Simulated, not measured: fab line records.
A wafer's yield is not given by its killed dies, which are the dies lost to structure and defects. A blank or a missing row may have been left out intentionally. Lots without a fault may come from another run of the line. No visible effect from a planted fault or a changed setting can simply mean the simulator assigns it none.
8D (eight disciplines) problem report, filled in by code    flow sfqLine    the parts of the form that need people (team, actions taken, sign-off) are left out

== 1. THE PROBLEM ==
rfFwdPowerW at SFQ_TRILAYER_M5_BARC_OPEN_METAL_ETCH_161 reads a mean of 691.3 W on 6 wafers of 2 lots; wafers without a fault read 594.3 W with a standard deviation of 2.2. Relative to the usual mean, that is a shift of +44 standard deviations.
The step: etches BARC in O2, target depth 125 nm, time 41.7 s.
Seen first at day 62 04:12 on rieMetal-01, wafer L678.2. Wafers with a number at this step in the record: 42, from 14 lots. Rule for "out" (also "out of limits"): further than 4 standard deviations from the usual mean. Any other wafer with a number is counted as sound.

== 2. WHAT THIS IS AND IS NOT ==
question                     is                      is not
which readings at this step  rfFwdPowerW             drypumpMotorCurrentA, oesProductAu
which lots                   L678, L680              L665, L666, L667, L668, L669, L670, L671, L672, L684, L685, L686, L687
which wafers of those lots   all that have a number  -
read on which tools          rieMetal-01             rieMetal-03, rieMetal-04
when                         from day 62 04:12       up to then (24 sound wafers); but 12 sound wafers of L684, L685, L686, L687 came after

== 3. SUSPECTS, AND WHAT RULES EACH OUT ==
Counting: a tool at any process step up to the reading remains a suspect when it ran all the lots that are out and ran no sound lot after the first of those.
- rieMetal-01 at SFQ_TRILAYER_M5_BARC_OPEN_METAL_ETCH_161 (etches BARC in O2, target depth 125 nm, time 41.7 s): kept. It processed each lot that is out, first L678 at day 62 04:12, and no sound lot thereafter; up to then, the last sound lot it processed was L672 at day 59 15:00. Out on those wafers are its own readings of rfFwdPowerW.
After counting, what remains is rieMetal-01 at SFQ_TRILAYER_M5_BARC_OPEN_METAL_ETCH_161.

== 4. THE CAUSE (what the simulator had put in) ==
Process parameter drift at SFQ_TRILAYER_M5_BARC_OPEN_METAL_ETCH_161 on rieMetal-01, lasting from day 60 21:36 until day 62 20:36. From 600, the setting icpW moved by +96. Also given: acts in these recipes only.
Counting left only this tool.

== 5. THE EFFECT CHAIN, in route order ==
Rows list readings where the struck wafers' mean (over those with a number) sits beyond 3 standard deviations from the usual. Readings are gone through only where the record gives a usual standard deviation; hours: the median, over the lots, of the time from a lot's start at the first step in this table giving one to that lot's start at this step; sigmas: the change measured in usual standard deviations.
hours  step                                      reading      usual    on struck wafers  change  sigmas
0      SFQ_TRILAYER_M5_BARC_OPEN_METAL_ETCH_161  rfFwdPowerW  594.3 W  691.3             +97.0   +44
Its process steps:
- SFQ_TRILAYER_M5_BARC_OPEN_METAL_ETCH_161: etches BARC in O2, target depth 125 nm, time 41.7 s.

== 6. HOW IT WOULD HAVE BEEN CAUGHT EARLIER ==
First out-of-limits reading in this record: day 62 04:12, which is 31 hours after fault onset at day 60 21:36.
